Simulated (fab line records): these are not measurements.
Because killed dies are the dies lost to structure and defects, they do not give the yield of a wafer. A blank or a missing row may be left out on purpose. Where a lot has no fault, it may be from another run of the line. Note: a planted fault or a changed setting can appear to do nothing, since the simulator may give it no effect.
fab line records	flow sky130
record lots=13	wafers=39	lastDay=50
route steps=708 shown METAL4@602 PASSIVATION@681 PAD_OPEN@707
lots with no fault: from the same line, run without faults
startH: the number of hours between the record's first day and the start of the first shown wafer of the lot	waitH: hours from the lot's prior step to this one	" as in the row above	L1.1+2: one row covering several wafers at once	- no value present, or no start provided	* or withheld: withheld	< > ~ a bound
route shown NAME@n: NAME is a module with steps in the file, n the number in the route of the first one	usual: the fault-free wafers' mean and standard deviation	same: alike in all rows	chamber/n: place in a boat	sites: each site's reading	_std_site: how widely they spread, as a standard deviation	_edge_site: mean of outer sites minus mean of inner sites	radiusMm: for every site, how far away it sits from the centre of the wafer	mask NAME#n: copy n	behind: the last tool/chamber to shape the wafer	hold: cause of the lot's hold/its duration in hours/its outcome	device: names the non-switching transistor (n, p or np)	end of line: tests run on the same wafers once the route is complete	where a step has no rows: the recipe by itself	killed: at the first sort, the dies lost to defects and structure; wafer yield is something else	map: dies across one wafer; x = killed, . = not, _ = none there
set.NAME: the setting that was run; set.NAME@STEP: the one run at that earlier step	model.NAME: the simulator's own value behind a step, which no gauge read
steps of the route over a sample of lots; a table a step, a row a wafer
services: the hour from which a tool's chamber was out of use, counted from the record's first day as startH (under 0 if before that day), plus the number of hours and why
## steps
# step SKY_METAL4_SPUTTER_04
# recipe material=TiN	targetThkNm=70	powerW=6500	timeS=58.3	chamberPressurePa=0.4
# usual throttleValvePct=29.8/1.1
lot.wafer	tool	chamber	startH	waitH	throttleValvePct
L152.2	pvdSputter-02	-	929.37	0.0	29.3
L152.3	"	-	"	"	28.2
L152.6	"	-	"	"	28.6
L153.3	pvdSputter-04	-	937.42	0.0	30.4
L153.5	"	-	"	"	30.5
L153.6	"	-	"	"	30.1
L154.1	pvdSputter-02	-	946.56	0.0	28.2
L154.3	"	-	"	"	29.9
L154.4	"	-	"	"	29.2
L159.2	pvdSputter-01	-	974.27	0.0	29.5
L159.3	"	-	"	"	30.5
L159.6	"	-	"	"	29.9
L158.2	pvdSputter-01	-	978.09	0.0	29.9
L158.3	"	-	"	"	30.4
L158.4	"	-	"	"	28.1
L160.2	pvdSputter-01	-	986.89	0.0	30.1
L160.3	"	-	"	"	28.5
L160.5	"	-	"	"	29.6
L161.2	pvdSputter-04	-	990.86	0.0	30.4
L161.3	"	-	"	"	32.6
L161.4	"	-	"	"	29.6
L162.1	pvdSputter-04	-	1001.37	0.0	32.5
L162.4	"	-	"	"	29.8
L162.5	"	-	"	"	32.3
L163.2	pvdSputter-04	-	1008.50	0.0	30.1
L163.3	"	-	"	"	29.7
L163.4	"	-	"	"	32.7
L165.1	pvdSputter-02	-	1019.92	0.0	28.8
L165.4	"	-	"	"	29.5
L165.6	"	-	"	"	28.2
L168.1	pvdSputter-04	-	1035.05	0.0	29.9
L168.2	"	-	"	"	32.6
L168.4	"	-	"	"	32.5
L169.2	pvdSputter-04	-	1048.18	0.0	30.0
L169.4	"	-	"	"	30.5
L169.6	"	-	"	"	32.7
L173.1	pvdSputter-01	-	1073.37	0.0	30.6
L173.4	"	-	"	"	30.1
L173.5	"	-	"	"	29.9
# step SKY_PASSIVATION_CVD_00
# recipe material=SiO2	targetThkNm=90	tempC=400	timeS=withheld	rfW=600
# usual heaterPowerW=720/100
lot.wafer	tool	chamber	startH	waitH	heaterPowerW
L152.2	pecvd-03	1	1029.14	0.0	841
L152.3	"	0	"	"	646
L152.6	"	1	"	"	843
L153.3	pecvd-03	1	1037.66	0.0	684
L153.5	"	1	"	"	695
L153.6	"	2	"	"	547
L154.1	pecvd-04	2	1045.27	0.0	757
L154.3	"	0	"	"	840
L154.4	"	1	"	"	797
L159.2	pecvd-03	0	1070.00	0.0	624
L159.3	"	2	"	"	671
L159.6	"	1	"	"	837
L158.2	pecvd-03	0	1073.12	0.0	758
L158.3	"	1	"	"	734
L158.4	"	2	"	"	615
L160.2	pecvd-03	0	1081.01	0.0	640
L160.3	"	1	"	"	860
L160.5	"	2	"	"	628
L161.2	pecvd-03	0	1084.71	0.0	694
L161.3	"	1	"	"	837
L161.4	"	0	"	"	704
L162.1	pecvd-02	0	1092.66	0.0	582
L162.4	"	0	"	"	580
L162.5	"	1	"	"	784
L163.2	pecvd-04	1	1098.76	0.0	848
L163.3	"	2	"	"	681
L163.4	"	1	"	"	831
L165.1	pecvd-03	1	1109.18	0.0	798
L165.4	"	0	"	"	680
L165.6	"	2	"	"	631
L168.1	pecvd-02	1	1123.93	0.0	796
L168.2	"	0	"	"	597
L168.4	"	0	"	"	588
L169.2	pecvd-02	0	1134.85	0.0	535
L169.4	"	2	"	"	782
L169.6	"	0	"	"	550
L173.1	pecvd-02	1	1154.89	0.0	730
L173.4	"	2	"	"	819
L173.5	"	0	"	"	515
# step SKY_PASSIVATION_CVD_02
# recipe material=Si3N4	targetThkNm=540	tempC=400	timeS=withheld	rfW=450
# usual heaterPowerW=798/94
lot.wafer	tool	chamber	startH	waitH	heaterPowerW
L152.2	pecvd-04	1	1029.22	0.0	930
L152.3	"	0	"	"	821
L152.6	"	0	"	"	844
L153.3	pecvd-02	2	1037.74	0.0	856
L153.5	"	1	"	"	684
L153.6	"	0	"	"	663
L154.1	pecvd-03	1	1045.35	0.1	838
L154.3	"	0	"	"	753
L154.4	"	2	"	"	711
L159.2	pecvd-04	1	1070.08	0.0	833
L159.3	"	0	"	"	905
L159.6	"	1	"	"	882
L158.2	pecvd-04	0	1073.20	0.0	848
L158.3	"	2	"	"	765
L158.4	"	0	"	"	882
L160.2	pecvd-02	0	1081.09	0.0	553
L160.3	"	2	"	"	880
L160.5	"	2	"	"	964
L161.2	pecvd-02	1	1084.79	0.0	816
L161.3	"	0	"	"	604
L161.4	"	1	"	"	832
L162.1	pecvd-04	2	1092.74	0.1	734
L162.4	"	2	"	"	779
L162.5	"	0	"	"	832
L163.2	pecvd-03	2	1098.84	0.0	606
L163.3	"	0	"	"	836
L163.4	"	0	"	"	676
L165.1	pecvd-02	2	1109.26	0.1	876
L165.4	"	2	"	"	927
L165.6	"	1	"	"	795
L168.1	pecvd-03	1	1124.01	0.1	861
L168.2	"	2	"	"	661
L168.4	"	2	"	"	681
L169.2	pecvd-04	1	1134.94	0.0	915
L169.4	"	1	"	"	951
L169.6	"	2	"	"	743
L173.1	pecvd-04	0	1154.97	0.1	809
L173.4	"	2	"	"	693
L173.5	"	1	"	"	923
# step SKY_PAD_OPEN_BOW_MEAS_13
# recipe mode=bow
# usual PAD_OPEN_BOW=46/8.5
lot.wafer	tool	chamber	startH	waitH	PAD_OPEN_BOW[um]
L152.2	filmMetro-04	-	1074.67	-	62
L152.3	"	-	"	"	42
L152.6	"	-	"	"	53
L153.3	filmMetro-01	-	1082.83	-	47
L153.5	"	-	"	"	41
L153.6	"	-	"	"	52
L154.1	filmMetro-04	-	1090.66	-	55
L154.3	"	-	"	"	46
L154.4	"	-	"	"	63
L159.2	filmMetro-02	-	1113.84	-	47
L159.3	"	-	"	"	41
L159.6	"	-	"	"	32
L158.2	filmMetro-02	-	1115.79	-	56
L158.3	"	-	"	"	54
L158.4	"	-	"	"	50
L160.2	filmMetro-02	-	1123.34	-	56
L160.3	"	-	"	"	49
L160.5	"	-	"	"	52
L161.2	filmMetro-02	-	1126.83	-	45
L161.3	"	-	"	"	40
L161.4	"	-	"	"	47
L162.1	filmMetro-01	-	1135.23	-	54
L162.4	"	-	"	"	46
L162.5	"	-	"	"	48
L163.2	filmMetro-01	-	1139.45	-	57
L163.3	"	-	"	"	48
L163.4	"	-	"	"	55
L165.1	filmMetro-01	-	1149.95	-	54
L165.4	"	-	"	"	50
L165.6	"	-	"	"	53
L168.1	filmMetro-04	-	1161.91	-	46
L168.2	"	-	"	"	45
L168.4	"	-	"	"	50
L169.2	filmMetro-01	-	1172.25	-	45
L169.4	"	-	"	"	57
L169.6	"	-	"	"	42
L173.1	filmMetro-04	-	1190.56	-	34
L173.4	"	-	"	"	45
L173.5	"	-	"	"	46
# step SKY_PAD_OPEN_PROBE_99
# usual defectLimitedYield=82.6/1.9	killed_at_M0_to_M3=43/7	killed_at_M4_up=3.1/2	killedAtContacts=24/5.3	killedAtFrontEnd=15/4.2	killedAtOther=0.4/0.66	killedDies=86/9.5	killedOpen=47/7.4	killedShort=38/6.2	sort_bin_3_pad_short=0.9/0.44	sort_bin_5_function=10.2/1.4	sort_bin_6_memory=6.4/1.1	sortNPass=406/9.5	sortYieldPct=82.6/1.9
# same grossDies=492	killedAtBackSide=0	sort_bin_4_leakage[%]=0	sort_bin_8_speed[%]=0
lot.wafer	tool	chamber	startH	waitH	defectLimitedYield[%]	killed_at_M0_to_M3	killed_at_M4_up	killedAtContacts	killedAtFrontEnd	killedAtOther	killedDies	killedOpen	killedShort	sort_bin_3_pad_short[%]	sort_bin_5_function[%]	sort_bin_6_memory[%]	sortNPass	sortYieldPct[%]
L152.2	prober-01	-	1074.82	0.1	82.3	44	7	27	9	0	87	41	46	2.2	8.3	7.1	405	82.3
L152.3	prober-01	-	1074.87	0.2	82.5	45	6	23	12	0	86	48	38	0.8	9.6	7.1	406	82.5
L152.6	prober-01	-	1075.02	0.2	83.7	45	2	19	14	0	80	54	26	0.6	8.7	6.9	412	83.7
L153.3	prober-02	-	1083.01	0.2	84.3	37	6	20	14	0	77	42	35	1.6	7.3	6.7	415	84.3
L153.5	prober-02	-	1083.11	0.2	81.5	40	3	22	26	0	91	46	45	1.2	11.8	5.5	401	81.5
L153.6	prober-02	-	1083.16	0.2	83.3	43	7	20	12	0	82	37	44	0.8	8.1	7.7	410	83.3
L154.1	prober-01	-	1090.78	0.1	82.9	42	3	23	16	0	84	44	39	1.4	7.9	7.7	408	82.9
L154.3	prober-01	-	1090.88	0.2	79.1	55	1	34	13	0	103	57	46	1.0	12.0	7.9	389	79.1
L154.4	prober-01	-	1090.93	0.2	83.5	48	2	20	11	0	81	50	31	0.4	10.4	5.7	411	83.5
L159.2	prober-01	-	1113.99	0.1	85.2	34	6	26	6	1	73	44	29	0	7.1	7.7	419	85.2
L159.3	prober-01	-	1114.04	0.2	85.4	34	3	19	16	0	72	31	40	1.8	6.9	5.9	420	85.4
L159.6	prober-01	-	1114.19	0.2	81.3	45	4	27	16	0	92	61	31	1.6	10.0	7.1	400	81.3
L158.2	prober-02	-	1115.94	0.1	83.9	47	6	19	7	0	79	45	34	0.4	9.1	6.5	413	83.9
L158.3	prober-02	-	1115.99	0.2	78.0	52	6	32	18	0	108	58	48	0.8	12.0	9.1	384	78.0
L158.4	prober-02	-	1116.04	0.2	81.5	54	3	19	15	0	91	46	43	1.2	10.6	6.7	401	81.5
L160.2	prober-01	-	1123.49	0.1	83.9	37	3	25	14	0	79	43	36	0.6	7.9	7.5	413	83.9
L160.3	prober-01	-	1123.54	0.2	82.5	37	2	24	23	0	86	42	44	0.4	11.4	5.7	406	82.5
L160.5	prober-01	-	1123.64	0.2	82.3	45	4	27	11	0	87	51	36	1.4	8.7	7.5	405	82.3
L161.2	prober-02	-	1126.98	0.1	83.7	41	8	22	9	0	80	45	35	0.4	10.0	5.9	412	83.7
L161.3	prober-02	-	1127.03	0.2	85.0	41	3	21	9	0	74	42	32	1.4	6.7	6.9	418	85.0
L161.4	prober-02	-	1127.08	0.2	84.3	36	4	25	11	1	77	46	31	0.6	10.0	5.1	415	84.3
L162.1	prober-01	-	1135.35	0.1	84.1	47	1	20	10	0	78	36	42	0.8	9.6	5.5	414	84.1
L162.4	prober-01	-	1135.50	0.2	80.7	51	2	26	14	2	95	59	36	0.6	10.6	8.1	397	80.7
L162.5	prober-01	-	1135.55	0.2	86.0	32	4	19	14	0	69	41	28	0.8	7.9	5.3	423	86.0
L163.2	prober-02	-	1139.60	0.1	85.8	29	4	17	19	1	70	27	43	1.4	7.1	5.7	422	85.8
L163.3	prober-02	-	1139.65	0.2	84.3	40	2	20	15	0	77	44	33	1.4	8.9	5.3	415	84.3
L163.4	prober-02	-	1139.70	0.2	82.9	43	4	17	19	1	84	42	42	1.8	9.3	5.9	408	82.9
L165.1	prober-01	-	1150.07	0.1	86.0	35	2	17	15	0	69	41	28	0.4	7.7	5.9	423	86.0
L165.4	prober-01	-	1150.22	0.2	83.9	39	3	27	9	1	79	50	28	0.8	8.7	6.5	413	83.9
L165.6	prober-01	-	1150.32	0.2	84.6	39	7	23	7	0	76	42	34	0.2	11.2	4.1	416	84.6
L168.1	prober-02	-	1162.03	0.1	74.0	43	48	25	11	1	128	47	34	2.4	15.0	8.5	364	74.0
L168.2	prober-02	-	1162.08	0.1	74.6	40	46	20	16	3	125	41	38	2.2	15.4	7.7	367	74.6
L168.4	prober-02	-	1162.18	0.2	68.3	49	46	38	22	1	156	68	46	3.0	17.9	10.8	336	68.3
L169.2	prober-01	-	1172.40	0.1	74.4	50	47	19	10	0	126	48	33	2.0	17.1	6.5	366	74.4
L169.4	prober-01	-	1172.50	0.2	76.8	43	38	18	15	0	114	40	39	1.4	17.5	4.3	378	76.8
L169.6	prober-01	-	1172.60	0.2	76.2	34	45	22	16	0	117	45	29	1.0	14.0	8.7	375	76.2
L173.1	prober-01	-	1190.68	0.1	83.1	46	3	11	21	2	83	48	33	0.4	12.6	3.9	409	83.1
L173.4	prober-01	-	1190.83	0.2	82.5	42	1	26	16	1	86	49	37	1.8	10.6	5.1	406	82.5
L173.5	prober-01	-	1190.88	0.2	83.7	37	4	23	16	0	80	47	33	0.8	10.8	4.7	412	83.7
# killed by level:class
L152.2 CONTACT:geometricParticle:open=11 CONTACT:geometricParticle:short=8 METAL1:geometricParticle:short=7 VIA1:geometricParticle:open=7 VIA2:geometricParticle:open=7 LI_CONTACT:geometricParticle:open=6 METAL2:geometricParticle:short=6 VIA1:geometricParticle:short=5
L152.3 LI_CONTACT:geometricParticle:open=10 VIA1:geometricParticle:open=8 METAL4:geometricParticle:short=6 VIA3:geometricParticle:open=6 LI_CONTACT:geometricParticle:short=5 METAL1:geometricParticle:open=5 METAL2:geometricParticle:short=5 VIA2:geometricParticle:open=5
L152.6 VIA1:geometricParticle:open=15 CONTACT:geometricParticle:open=9 VIA2:geometricParticle:open=9 LI_CONTACT:geometricParticle:open=7 FIELD_ISO:geometricParticle:open=5 METAL2:geometricParticle:short=5 FIELD_ISO:geometricParticle:short=4 METAL3:geometricParticle:short=3
L153.3 VIA1:geometricParticle:open=10 CONTACT:geometricParticle:open=9 VIA3:geometricParticle:open=7 CONTACT:geometricParticle:short=7 METAL2:geometricParticle:short=6 POLY_GATE:geometricParticle:short=4 METAL4:geometricParticle:short=4 VIA1:geometricParticle:short=4
L153.5 VIA1:geometricParticle:open=11 POLY_GATE:geometricParticle:short=7 LI_CONTACT:geometricParticle:open=7 CONTACT:geometricParticle:open=7 FIELD_ISO:geometricParticle:short=6 METAL1:geometricParticle:short=5 VIA2:geometricParticle:open=5 FIELD_ISO:geometricParticle:open=4
L153.6 LI_CONTACT:geometricParticle:open=6 METAL1:geometricParticle:short=6 VIA3:geometricParticle:open=6 LOCAL_INTERCONNECT:geometricParticle:short=5 METAL2:geometricParticle:short=5 VIA2:geometricParticle:open=5 VIA2:geometricParticle:short=5 FIELD_ISO:geometricParticle:short=4
L154.1 VIA1:geometricParticle:open=10 CONTACT:geometricParticle:open=8 LI_CONTACT:geometricParticle:open=6 VIA1:geometricParticle:short=6 VIA2:geometricParticle:open=5 FIELD_ISO:geometricParticle:open=4 CONTACT:geometricParticle:short=4 FIELD_ISO:geometricParticle:short=3
L154.3 VIA1:geometricParticle:open=16 CONTACT:geometricParticle:open=14 VIA3:geometricParticle:open=9 LI_CONTACT:geometricParticle:short=7 LI_CONTACT:geometricParticle:open=7 METAL3:geometricParticle:short=7 VIA1:geometricParticle:short=6 FIELD_ISO:geometricParticle:short=5
L154.4 VIA1:geometricParticle:open=16 CONTACT:geometricParticle:open=6 METAL1:geometricParticle:short=6 VIA3:geometricParticle:open=6 LOCAL_INTERCONNECT:geometricParticle:short=5 VIA2:geometricParticle:open=5 METAL3:geometricParticle:short=5 FIELD_ISO:geometricParticle:open=4
L159.2 CONTACT:geometricParticle:open=13 VIA1:geometricParticle:open=10 METAL2:geometricParticle:short=7 LI_CONTACT:geometricParticle:open=5 METAL4:geometricParticle:short=5 CONTACT:geometricParticle:short=4 VIA3:geometricParticle:open=4 LI_CONTACT:geometricParticle:short=3
L159.3 FIELD_ISO:geometricParticle:short=6 CONTACT:geometricParticle:open=6 VIA1:geometricParticle:open=6 METAL2:geometricParticle:short=6 VIA3:geometricParticle:open=5 LOCAL_INTERCONNECT:geometricParticle:short=4 VIA1:geometricParticle:short=4 VIA2:geometricParticle:open=4
L159.6 VIA1:geometricParticle:open=11 LI_CONTACT:geometricParticle:open=10 CONTACT:geometricParticle:open=9 VIA2:geometricParticle:open=7 FIELD_ISO:geometricParticle:open=5 VIA3:geometricParticle:open=5 VIA1:geometricParticle:short=5 POLY_GATE:geometricParticle:short=4
L158.2 VIA1:geometricParticle:open=16 CONTACT:geometricParticle:open=8 VIA3:geometricParticle:open=7 VIA2:geometricParticle:open=7 METAL4:geometricParticle:short=5 LOCAL_INTERCONNECT:geometricParticle:short=4 CONTACT:geometricParticle:short=4 METAL1:geometricParticle:short=4
L158.3 CONTACT:geometricParticle:open=14 VIA1:geometricParticle:open=12 LOCAL_INTERCONNECT:geometricParticle:short=9 VIA1:geometricParticle:short=9 POLY_GATE:geometricParticle:open=6 LI_CONTACT:geometricParticle:open=6 VIA2:geometricParticle:open=6 VIA2:geometricParticle:short=6
L158.4 VIA1:geometricParticle:open=10 VIA2:geometricParticle:open=9 VIA3:geometricParticle:open=9 CONTACT:geometricParticle:open=8 METAL1:geometricParticle:short=7 FIELD_ISO:geometricParticle:short=5 VIA2:geometricParticle:short=5 LI_CONTACT:geometricParticle:open=4
L160.2 CONTACT:geometricParticle:open=8 VIA1:geometricParticle:open=8 LI_CONTACT:geometricParticle:open=7 METAL1:geometricParticle:short=6 METAL3:geometricParticle:short=5 VIA3:geometricParticle:open=5 VIA2:geometricParticle:open=4 POLY_GATE:geometricParticle:open=4
L160.3 CONTACT:geometricParticle:open=10 FIELD_ISO:geometricParticle:short=8 METAL1:geometricParticle:short=8 FIELD_ISO:geometricParticle:open=7 LI_CONTACT:geometricParticle:open=7 VIA2:geometricParticle:open=6 VIA1:geometricParticle:open=5 METAL2:geometricParticle:short=5
L160.5 VIA1:geometricParticle:open=12 CONTACT:geometricParticle:open=10 VIA2:geometricParticle:open=6 LI_CONTACT:geometricParticle:open=5 CONTACT:geometricParticle:short=5 VIA3:geometricParticle:open=4 METAL1:geometricParticle:short=4 METAL3:geometricParticle:short=4
L161.2 CONTACT:geometricParticle:open=11 METAL2:geometricParticle:short=9 VIA1:geometricParticle:open=7 LI_CONTACT:geometricParticle:open=6 VIA2:geometricParticle:short=6 METAL4:geometricParticle:short=5 VIA2:geometricParticle:open=5 VIA3:geometricParticle:short=5
L161.3 CONTACT:geometricParticle:open=11 VIA1:geometricParticle:open=9 VIA1:geometricParticle:short=7 LI_CONTACT:geometricParticle:open=6 VIA3:geometricParticle:open=5 METAL2:geometricParticle:short=5 VIA2:geometricParticle:open=4 LOCAL_INTERCONNECT:geometricParticle:short=3
L161.4 LI_CONTACT:geometricParticle:open=11 VIA2:geometricParticle:open=10 CONTACT:geometricParticle:open=9 METAL2:geometricParticle:short=7 VIA1:geometricParticle:open=5 FIELD_ISO:geometricParticle:short=4 METAL4:geometricParticle:short=4 LOCAL_INTERCONNECT:geometricParticle:short=4
L162.1 METAL2:geometricParticle:short=10 VIA1:geometricParticle:open=8 CONTACT:geometricParticle:open=7 VIA2:geometricParticle:open=7 LI_CONTACT:geometricParticle:open=6 VIA1:geometricParticle:short=5 METAL3:geometricParticle:short=5 METAL1:geometricParticle:short=4
L162.4 CONTACT:geometricParticle:open=15 VIA1:geometricParticle:open=13 VIA2:geometricParticle:open=8 METAL2:geometricParticle:short=6 METAL1:geometricParticle:short=5 VIA3:geometricParticle:open=5 FIELD_ISO:geometricParticle:open=4 LI_CONTACT:geometricParticle:open=4
L162.5 VIA1:geometricParticle:open=10 LI_CONTACT:geometricParticle:open=8 POLY_GATE:geometricParticle:open=5 CONTACT:geometricParticle:open=5 METAL1:geometricParticle:short=5 VIA3:geometricParticle:open=5 METAL4:geometricParticle:short=4 FIELD_ISO:geometricParticle:open=3
L163.2 FIELD_ISO:geometricParticle:short=7 METAL1:geometricParticle:short=6 VIA3:geometricParticle:open=6 LOCAL_INTERCONNECT:geometricParticle:short=5 LI_CONTACT:geometricParticle:open=4 CONTACT:geometricParticle:short=4 VIA1:geometricParticle:short=4 METAL2:geometricParticle:short=4
L163.3 METAL2:geometricParticle:short=8 VIA3:geometricParticle:open=8 VIA1:geometricParticle:open=7 LI_CONTACT:geometricParticle:open=7 FIELD_ISO:geometricParticle:open=5 CONTACT:geometricParticle:open=5 METAL1:geometricParticle:short=4 LOCAL_INTERCONNECT:geometricParticle:short=4
L163.4 VIA1:geometricParticle:open=14 POLY_GATE:geometricParticle:open=5 METAL3:geometricParticle:short=5 VIA1:geometricParticle:short=5 CONTACT:geometricParticle:short=4 CONTACT:geometricParticle:open=4 METAL1:geometricParticle:short=4 VIA3:geometricParticle:open=4
L165.1 VIA3:geometricParticle:open=8 VIA1:geometricParticle:open=8 CONTACT:geometricParticle:open=6 VIA2:geometricParticle:open=6 LI_CONTACT:geometricParticle:open=5 POLY_GATE:geometricParticle:open=4 CONTACT:geometricParticle:short=4 METAL1:geometricParticle:short=4
L165.4 CONTACT:geometricParticle:open=10 VIA1:geometricParticle:open=8 VIA3:geometricParticle:open=8 LI_CONTACT:geometricParticle:open=7 METAL1:geometricParticle:short=6 VIA2:geometricParticle:open=4 POLY_GATE:geometricParticle:open=3 LOCAL_INTERCONNECT:geometricParticle:short=3
L165.6 CONTACT:geometricParticle:open=11 VIA1:geometricParticle:open=7 METAL2:geometricParticle:short=6 VIA2:geometricParticle:open=6 VIA3:geometricParticle:open=5 FIELD_ISO:geometricParticle:open=4 LI_CONTACT:geometricParticle:open=4 LOCAL_INTERCONNECT:geometricParticle:short=4
L168.1 METAL4:unspecified=46 VIA1:geometricParticle:open=11 VIA2:geometricParticle:open=10 CONTACT:geometricParticle:open=10 METAL2:geometricParticle:short=6 LI_CONTACT:geometricParticle:open=6 FIELD_ISO:geometricParticle:open=5 METAL3:geometricParticle:short=5
L168.2 METAL4:unspecified=44 CONTACT:geometricParticle:open=11 VIA2:geometricParticle:open=8 VIA1:geometricParticle:open=8 LI_CONTACT:geometricParticle:open=5 METAL1:geometricParticle:short=5 VIA1:geometricParticle:short=4 VIA2:geometricParticle:short=4
L168.4 METAL4:unspecified=41 CONTACT:geometricParticle:open=12 LI_CONTACT:geometricParticle:open=10 VIA1:geometricParticle:open=10 VIA2:geometricParticle:open=9 FIELD_ISO:geometricParticle:open=8 CONTACT:geometricParticle:short=7 VIA3:geometricParticle:open=7
L169.2 METAL4:unspecified=44 VIA1:geometricParticle:open=18 VIA3:geometricParticle:open=8 CONTACT:geometricParticle:open=8 METAL2:geometricParticle:short=6 VIA2:geometricParticle:open=6 POLY_GATE:geometricParticle:short=4 VIA1:geometricParticle:short=4
L169.4 METAL4:unspecified=35 METAL1:geometricParticle:short=11 VIA1:geometricParticle:open=10 CONTACT:geometricParticle:short=6 VIA3:geometricParticle:open=5 FIELD_ISO:geometricParticle:short=4 LI_CONTACT:geometricParticle:open=4 CONTACT:geometricParticle:open=4
L169.6 METAL4:unspecified=43 CONTACT:geometricParticle:open=11 VIA1:geometricParticle:open=11 VIA2:geometricParticle:open=8 POLY_GATE:geometricParticle:open=5 FIELD_ISO:geometricParticle:open=4 LOCAL_INTERCONNECT:geometricParticle:short=4 METAL1:geometricParticle:short=4
L173.1 VIA1:geometricParticle:open=14 FIELD_ISO:geometricParticle:open=9 VIA1:geometricParticle:short=9 VIA2:geometricParticle:open=8 POLY_GATE:geometricParticle:open=6 METAL1:geometricParticle:short=4 VIA3:geometricParticle:short=4 POLY_GATE:geometricParticle:short=3
L173.4 VIA1:geometricParticle:open=13 CONTACT:geometricParticle:open=11 VIA3:geometricParticle:open=7 POLY_GATE:geometricParticle:open=6 CONTACT:geometricParticle:short=6 VIA2:geometricParticle:open=6 VIA1:geometricParticle:short=4 METAL2:geometricParticle:short=4
L173.5 CONTACT:geometricParticle:open=11 VIA1:geometricParticle:open=11 METAL1:geometricParticle:short=8 FIELD_ISO:geometricParticle:open=7 FIELD_ISO:geometricParticle:short=4 LI_CONTACT:geometricParticle:open=4 VIA3:geometricParticle:open=4 VIA2:geometricParticle:open=4
## services
tool	chamber	startH	hours	kind
pecvd-04	-	909.66	28.1	pm
pecvd-02	2	917.74	5.5	scheduledDown
pecvd-02	-	925.71	2.8	pm
pecvd-02	-	944.98	3.3	repair
pvdSputter-01	-	948.20	2.6	repair
pecvd-03	0	951.53	2.1	scheduledDown
pvdSputter-02	-	957.48	0.6	repair
pecvd-04	2	969.02	3.6	repair
pecvd-02	-	969.79	0.8	pm
pvdSputter-02	-	979.97	1.3	repair
pvdSputter-04	-	994.29	6.0	repair
pecvd-02	1	999.38	-	clean
pecvd-02	1	999.38	-	consumableReplace:showerhead
pecvd-02	1	999.38	29.0	scheduledDown
pecvd-02	1	999.38	29.0	ventCycle
pecvd-03	0	1034.45	5.5	scheduledDown
pecvd-02	0	1044.00	5.5	scheduledDown
pecvd-03	2	1045.79	2.1	scheduledDown
pecvd-04	-	1052.89	0.7	repair
pecvd-02	-	1071.81	4.5	repair
pecvd-04	-	1124.05	5.0	repair
pecvd-04	1	1124.29	6.8	repair
pecvd-02	-	1131.65	2.5	repair
pvdSputter-01	-	1134.96	0.5	repair
## key
firstSign step=SKY_PAD_OPEN_PROBE_99	reading=killed_at_M4_up	direction=up	sigmas=21	usual=3.1	struck=45
effect step=SKY_PAD_OPEN_PROBE_99	reading=defectLimitedYield	direction=down	sigmas=4.4	usual=82.6	struck=74.1
metAt SKY_METAL4_SPUTTER_04
struckLots L168,L169
notActingAt SKY_PASSIVATION_CVD_00,SKY_PASSIVATION_CVD_02,SKY_PAD_OPEN_BOW_MEAS_13
onsetBetween 1008.50 1035.05
fault kind=chamberParticleSource	tool=pvdSputter-04	chamber=-	onsetH=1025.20	steps=SKY_METAL4_SPUTTER_04	ratePerVisitCm2=0.50755	endH=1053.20
